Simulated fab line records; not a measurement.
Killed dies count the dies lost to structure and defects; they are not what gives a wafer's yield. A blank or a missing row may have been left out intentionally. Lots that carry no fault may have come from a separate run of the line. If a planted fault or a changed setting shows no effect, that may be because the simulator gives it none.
One fault through the eyes of 2 desks / flow gf180mcu / numbers are kept per desk, each desk with only its own; the story behind them comes last

FOR THE TOOL OWNER'S DESK: ilineStepper-01
The tool's own readings at GF_MIM_EXPOSE_16 (exposes mask FuseTop, target cd 2000 nm): means of the sampled wafers that have a number, for each lot that ran on this tool. If a lot's mean is further than 4 standard deviations from the usual mean, the lot is out of limits and carries the mark OUT (the distance appears in the brackets).
Columns: A = exposureDoseMJCm2 at GF_MIM_EXPOSE_16, usual 139.98; B = focusOffsetNm at GF_MIM_EXPOSE_16, usual 0.0 nm
lot=L362; first seen here=day 26 06:27; A=140.16; B=0.1
lot=L367; first seen here=day 27 23:27; A=140.00; B=0.2
lot=L377; first seen here=day 30 17:52; A=139.98; B=0.5
lot=L379; first seen here=day 31 08:57; A=140.12; B=0.5
lot=L381; first seen here=day 31 23:07; A=139.99; B=-0.4
This desk found nothing out of limits on any of the 5 lots.

THE METROLOGY DESK
What the gauges read, lot by lot, whatever tool the lot ran on: means of the sampled wafers that have a number. If a lot's mean is further than 4 standard deviations from the usual mean, the lot is out of limits and carries the mark OUT (the distance appears in the brackets).
Columns: A = V4_CVD_00_THK at GF_V4_THK_MEAS_01, usual 597 nm
lot=L358; first seen here=day 23 10:41; A=599
lot=L360; first seen here=day 24 05:18; A=601
lot=L362; first seen here=day 24 20:11; A=604
lot=L361; first seen here=day 24 22:11; A=598
lot=L363; first seen here=day 24 23:10; A=593
lot=L365; first seen here=day 25 19:31; A=603
lot=L367; first seen here=day 26 14:17; A=600
lot=L369; first seen here=day 27 08:59; A=601
lot=L370; first seen here=day 27 14:33; A=585
lot=L373; first seen here=day 28 11:14; A=595
lot=L377; first seen here=day 29 10:27; A=598
lot=L378; first seen here=day 29 18:33; A=598
lot=L379; first seen here=day 30 03:26; A=592
lot=L381; first seen here=day 30 17:25; A=581
This desk found nothing out of limits on any of the 14 lots.

PUT TOGETHER
Nothing out of limits was seen by the tool owner's desk.
Metrology desk: nothing out of limits seen.

WHAT HAD BEEN PUT IN BY THE SIMULATOR
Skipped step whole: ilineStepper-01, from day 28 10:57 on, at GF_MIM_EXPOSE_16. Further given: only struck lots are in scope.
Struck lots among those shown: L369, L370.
